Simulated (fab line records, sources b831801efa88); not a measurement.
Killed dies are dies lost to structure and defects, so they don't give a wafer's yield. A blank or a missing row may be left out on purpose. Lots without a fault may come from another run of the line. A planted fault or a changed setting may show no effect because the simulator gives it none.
Which tool did it? | flow sky130 | 13 lots, 39 wafers sampled, at 1 step of a route of 708

WHAT THE GAUGES READ, wafer by wafer
SKY_NWELL_THK_MEAS_02. Usual: NWELL_OXIDATION_THK 10.03 nm, standard deviation 0.18.
lot  | measured    | on            | NWELL_OXIDATION_THK (nm) | flag
L110 | day 2 09:06 | film_metro-01 | 10.20 10.17 10.14        |
L111 | day 2 16:54 | film_metro-03 | 10.25 10.39 10.26        |
L113 | day 3 04:27 | film_metro-01 | 10.33 10.37 10.26        |
L114 | day 3 10:52 | film_metro-03 | 10.16 10.20 10.15        |
L115 | day 3 13:32 | film_metro-01 | 10.23 9.94 10.18         |
L116 | day 3 17:56 | film_metro-01 | 10.27 10.42 10.19        |
L119 | day 4 10:52 | film_metro-01 | 10.04 9.88 9.76          |
L122 | day 5 04:05 | film_metro-03 | 10.00 10.08 10.07        |
L123 | day 5 07:37 | film_metro-04 | 9.93 9.96 9.93           |
L124 | day 5 15:20 | film_metro-01 | 9.76 9.88 9.85           |
L127 | day 6 03:52 | film_metro-03 | 9.97 9.81 9.88           |
L128 | day 6 10:41 | film_metro-01 | 9.73 9.75 9.90           |
L133 | day 7 14:26 | film_metro-01 | 10.09 10.15 9.93         |

WHICH TOOL RAN EACH LOT (tool, then ch and the chambers of the sampled wafers, then the start)
The record holds no process step before these readings.

WHAT THE TOOLS THEMSELVES READ (means of the sampled wafers that have a number; where no wafer has one, the mark that the record gives instead)
The record holds no such reading with a usual standard deviation.

THE ANSWER, worked out from the rows above alone
Rule: a lot is off if the mean of its wafers that have a number lies more than 3 standard deviations from the usual mean. A lot without any number at a reading at which 4 lots or more have one is off too. The other lots that the step has rows for count as sound. The gauges are gone through in route order, then the tools' own readings, and for those a lot's mean is taken as printed above. The first step at which some lot is off is used, and at that step the reading that is off furthest; a lot without a number counts as furthest.
No lot is off at any reading shown: from this, nothing can be told.

WHAT THE SIMULATOR HAD PUT IN
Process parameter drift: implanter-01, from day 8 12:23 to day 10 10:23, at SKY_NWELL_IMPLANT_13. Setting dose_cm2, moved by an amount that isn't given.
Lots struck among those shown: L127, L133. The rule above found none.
